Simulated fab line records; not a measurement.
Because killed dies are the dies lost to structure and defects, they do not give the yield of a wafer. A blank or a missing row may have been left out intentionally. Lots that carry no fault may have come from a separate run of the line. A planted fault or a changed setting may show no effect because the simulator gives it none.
Which tool is to blame? ; flow gf180mcu ; Sampling: 11 lots, 33 wafers, 6 of 602 route steps

WHAT THE GAUGES READ, wafer by wafer
GF_VT_IMPLANT_TW_MEAS_43. Usual: VT_IMPLANT_4_TW typically reads 690, with standard deviation 4.5.
lot;measured;on;VT_IMPLANT_4_TW;flag
L782;day 7 15:04;film-metro-03;689 688 687;
L784;day 8 01:10;film-metro-01;687 686 691;
L788;day 9 04:43;film-metro-01;686 685 689;
L790;day 9 18:28;film-metro-02;697 698 700;
L791;day 10 01:31;film-metro-01;685 683 687;
L792;day 10 09:07;film-metro-01;288 287 289;OFF
L800;day 12 13:22;film-metro-03;690 690 692;
L802;day 13 00:04;film-metro-01;687 688 688;
L803;day 13 06:25;film-metro-03;685 691 688;
L804;day 13 13:07;film-metro-03;694 693 691;
L805;day 13 23:01;film-metro-02;697 697 699;

GF_V2_THK_MEAS_01. Usual: V2_CVD_00_THK typically reads 601 nm, with standard deviation 6.
lot;measured;on;V2_CVD_00_THK (nm);flag
L782;day 19 07:34;film-metro-01;597 591 608;
L784;day 20 02:36;film-metro-01;602 609 602;
L788;day 21 20:37;film-metro-03;591 595 609;
L790;day 22 19:34;film-metro-03;594 589 587;
L791;day 22 15:44;film-metro-03;595 612 604;
L800;day 25 12:25;film-metro-01;592 602 605;
L802;day 26 00:32;film-metro-03;600 608 607;
L803;day 26 07:53;film-metro-04;605 606 597;
L804;day 26 14:02;film-metro-03;597 605 604;
L805;day 27 02:40;film-metro-03;609 605 603;

WHAT TOOL EACH LOT RAN ON (gives the tool, then ch and the chambers of the sampled wafers, and finally the start)
lot;GF_VT_IMPLANT_STRIP_31;GF_VT_IMPLANT_STRIP_42;GF_V1_CVD_23;GF_M2_METAL_ETCH_16
L782;plasma-asher-01 ch 0,1, day 6 23:28;plasma-asher-02 ch 0,1, day 7 14:58;cvd-w-02 ch 1, day 18 05:50;rie-metal-03 ch 0,1, day 19 06:49
L784;plasma-asher-02 ch 0,1, day 7 09:25;plasma-asher-02 ch 0,1, day 8 01:04;cvd-w-02 ch 0,1, day 19 00:09;rie-metal-03 ch 1, day 20 01:52
L788;plasma-asher-01 ch 0, day 8 12:06;plasma-asher-04 ch 0,1, day 9 04:36;cvd-w-01 ch 0,1, day 20 19:53;rie-metal-01 ch 0, day 21 19:52
L790;plasma-asher-04 ch 0,1, day 9 01:30;plasma-asher-04 ch 0,1, day 9 18:22;cvd-w-02 ch 0,1, day 21 18:44;rie-metal-04 ch 0,1, day 22 18:49
L791;plasma-asher-04 ch 0,1, day 9 08:46;plasma-asher-02 ch 0,1, day 10 01:25;cvd-w-01 ch 0,1, day 21 15:05;rie-metal-03 ch 0,1, day 22 14:55
L792;plasma-asher-04 ch 0,1, day 9 16:04;plasma-asher-04 ch 0,1, day 10 09:01;-;-
L800;plasma-asher-04 ch 0,1, day 11 17:59;plasma-asher-02 ch 0,1, day 12 13:17;cvd-w-02 ch 0,1, day 24 12:26;rie-metal-01 ch 1, day 25 11:39
L802;plasma-asher-04 ch 0,1, day 12 04:31;plasma-asher-01 ch 0,1, day 12 23:58;cvd-w-01 ch 0,1, day 25 01:26;rie-metal-04 ch 0,1, day 25 23:49
L803;plasma-asher-02 ch 0,1, day 12 10:38;plasma-asher-02 ch 0,1, day 13 06:20;cvd-w-01 ch 0,1, day 25 08:43;rie-metal-01 ch 1, day 26 07:01
L804;plasma-asher-02 ch 0,1, day 12 16:34;plasma-asher-02 ch 0,1, day 13 13:01;cvd-w-02 ch 0,1, day 25 16:08;rie-metal-03 ch 0,1, day 26 13:19
L805;plasma-asher-02 ch 0,1, day 13 02:27;plasma-asher-04 ch 0,1, day 13 22:55;cvd-w-01 ch 0,1, day 26 04:13;rie-metal-01 ch 1, day 27 01:44
- GF_VT_IMPLANT_STRIP_31: strips in O2/N2.
- GF_VT_IMPLANT_STRIP_42: strips in O2/N2.
- GF_V1_CVD_23: deposits W, target thk 350 nm, time 105.05 s.
- GF_M2_METAL_ETCH_16: etches the open film in Cl2/BCl3, stops on SiO2, target depth 627.5 nm, time 104.6 s.

WHAT THE TOOLS THEMSELVES READ (means of the sampled wafers that have a number; where no wafer has one, the mark that the record gives instead)
GF_VT_IMPLANT_STRIP_31. Usual: chamber-pressure-mTorr 1499.9 mTorr, standard deviation 1.3; drypump-motor-current-A 5.6 A, standard deviation 0.36; heater-power-w 332 W, standard deviation 37; oes-product-au 0.717 a.u., standard deviation 0.0047; strip-time-to-endpoint-s 12.63 s, standard deviation 0.039.
lot;tool;chamber-pressure-mTorr (mTorr);drypump-motor-current-A (A);heater-power-w (W);oes-product-au (a.u.);strip-time-to-endpoint-s (s);flag
L782;plasma-asher-01;1500.3;6.0;331;0.719;12.66;
L784;plasma-asher-02;1499.2;5.8;323;0.716;12.68;
L788;plasma-asher-01;1499.8;5.9;343;0.720;12.60;
L790;plasma-asher-04;1501.3;5.1;349;0.712;12.64;
L791;plasma-asher-04;1500.4;5.1;346;0.714;12.62;
L792;plasma-asher-04;1500.0;5.1;348;0.957;-;OFF
L800;plasma-asher-04;1500.0;5.3;368;0.715;12.62;
L802;plasma-asher-04;1500.1;5.1;350;0.716;12.63;
L803;plasma-asher-02;1499.4;5.7;302;0.718;12.59;
L804;plasma-asher-02;1500.3;5.8;325;0.718;12.59;
L805;plasma-asher-02;1500.4;5.7;303;0.715;12.61;

GF_VT_IMPLANT_STRIP_42. Usual: chamber-pressure-mTorr 1499.8 mTorr, standard deviation 1.3; drypump-motor-current-A 5.7 A, standard deviation 0.34; heater-power-w 327 W, standard deviation 36; oes-product-au 0.715 a.u., standard deviation 0.0042; strip-time-to-endpoint-s 12.63 s, standard deviation 0.038.
lot;tool;chamber-pressure-mTorr (mTorr);drypump-motor-current-A (A);heater-power-w (W);oes-product-au (a.u.);strip-time-to-endpoint-s (s);flag
L782;plasma-asher-02;1499.8;5.7;301;0.714;12.57;
L784;plasma-asher-02;1499.6;5.7;302;0.713;12.61;
L788;plasma-asher-04;1498.9;5.1;355;0.716;12.60;
L790;plasma-asher-04;1499.3;5.1;347;0.715;12.63;
L791;plasma-asher-02;1499.4;5.8;321;0.719;12.57;
L792;plasma-asher-04;1499.9;5.4;370;0.713;14.16;OFF
L800;plasma-asher-02;1500.6;5.7;303;0.718;12.61;
L802;plasma-asher-01;1500.9;6.0;331;0.709;12.61;
L803;plasma-asher-02;1501.6;5.7;302;0.715;12.65;
L804;plasma-asher-02;1499.6;5.7;291;0.717;12.66;
L805;plasma-asher-04;1500.7;5.3;375;0.716;12.66;

GF_V1_CVD_23. Usual: heater-power-w reads 857 W (standard deviation 160).
lot;tool;heater-power-w (W);flag
L782;cvd-w-02;1055;
L784;cvd-w-02;1049;
L788;cvd-w-01;704;
L790;cvd-w-02;1050;
L791;cvd-w-01;717;
L800;cvd-w-02;1042;
L802;cvd-w-01;725;
L803;cvd-w-01;707;
L804;cvd-w-02;1018;
L805;cvd-w-01;717;

GF_M2_METAL_ETCH_16. Usual: chamber-pressure-mTorr 8.000 mTorr, standard deviation 0.0074; drypump-motor-current-A 5.95 A, standard deviation 0.22; oes-product-au 0.972 a.u., standard deviation 0.008; throttle-valve-pct 28.250 %, standard deviation 0.013.
lot;tool;chamber-pressure-mTorr (mTorr);drypump-motor-current-A (A);oes-product-au (a.u.);throttle-valve-pct (%);flag
L782;rie-metal-03;7.993;6.08;0.974;28.250;
L784;rie-metal-03;7.997;6.06;0.977;28.247;
L788;rie-metal-01;8.001;5.84;0.981;28.236;
L790;rie-metal-04;8.000;5.96;0.966;28.254;
L791;rie-metal-03;7.999;6.07;0.975;28.236;
L800;rie-metal-01;8.006;5.87;0.974;28.259;
L802;rie-metal-04;8.006;5.97;0.979;28.243;
L803;rie-metal-01;8.005;5.87;0.975;28.241;
L804;rie-metal-03;8.005;6.06;0.966;28.258;
L805;rie-metal-01;7.994;5.87;0.972;28.246;

THE ANSWER, worked out from the rows above alone
Rule: lot off if the mean of its wafers having a number is beyond 3 standard deviations from the usual mean. A lot without any number at a reading at which 4 lots or more have one is off too. All remaining lots with rows at the step are treated as sound. Order of review: gauges by route order, followed by the tools' own readings, for which a lot's mean as printed above is used. The first step at which some lot is off is used, and at that step the reading that is off furthest; a lot without a number counts as furthest.
Off: L792, at GF_VT_IMPLANT_TW_MEAS_43 (VT_IMPLANT_4_TW).
If a tool, at a process step before that reading, ran all the lots that are off and no sound lot after the first of them, it fits. The gauges at GF_VT_IMPLANT_TW_MEAS_43 aren't tried: what is off there is off at GF_VT_IMPLANT_STRIP_31 too, on other tools, and a gauge's error can't cause that. None of those tried fits.

WHAT WAS PUT IN BY THE SIMULATOR
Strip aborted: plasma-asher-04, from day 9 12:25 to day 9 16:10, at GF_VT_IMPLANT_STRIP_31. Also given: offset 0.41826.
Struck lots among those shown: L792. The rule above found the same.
